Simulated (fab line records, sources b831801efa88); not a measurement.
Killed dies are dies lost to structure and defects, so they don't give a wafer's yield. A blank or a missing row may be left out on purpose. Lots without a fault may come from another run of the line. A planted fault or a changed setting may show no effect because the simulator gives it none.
Which tool did it? | flow sky130 | 6 lots, 18 wafers sampled, at 2 steps of a route of 708

WHAT THE GAUGES READ, wafer by wafer
SKY_NWELL_OVL_MEAS_10.
lot  | measured    | on         | NWELL_00_OVL (nm)
L142 | day 5 10:58 | overlay-02 | -0.8 -0.5 1.3
L147 | day 6 16:43 | overlay-01 | 0.0 -1.2 1.7
L149 | day 7 07:40 | overlay-02 | -1.2 -1.9 -2.3
L151 | day 7 17:22 | overlay-02 | -1.1 -1.2 -0.5
L153 | day 8 08:25 | overlay-02 | -2.0 -0.6 -1.3
L155 | day 8 15:34 | overlay-01 | 1.4 0.0 -0.4

WHICH TOOL RAN EACH LOT (tool, then ch and the chambers of the sampled wafers, then the start)
lot  | SKY_NWELL_EXPOSE_07
L142 | iline_stepper-02 ch 0, day 5 02:12
L147 | iline_stepper-01 ch 0, day 6 08:24
L149 | iline_stepper-02 ch 0, day 6 21:48
L151 | iline_stepper-01 ch 0, day 7 07:54
L153 | iline_stepper-01 ch 0, day 7 23:22
L155 | iline_stepper-02 ch 0, day 8 07:22
- SKY_NWELL_EXPOSE_07: exposes mask NWM, target cd 840 nm.

THE ANSWER, worked out from the rows above alone
Rule: what is usual is taken from the lots themselves. Put in order of their means at a reading, lots are off if they are a third of the lots or fewer, leave a main group of 4 or more, and stand apart from it by a gap of 3 or more times the standard deviation of the main group's means; of several such gaps the widest counts. A main group whose means are all the same, to the digits that the tables above print for the reading, isn't used. A lot without any number at a reading at which 4 lots or more have one is off too. The other lots that the step has rows for count as sound.
No lot is off at any reading shown: from this, nothing can be told.

WHAT THE SIMULATOR HAD PUT IN
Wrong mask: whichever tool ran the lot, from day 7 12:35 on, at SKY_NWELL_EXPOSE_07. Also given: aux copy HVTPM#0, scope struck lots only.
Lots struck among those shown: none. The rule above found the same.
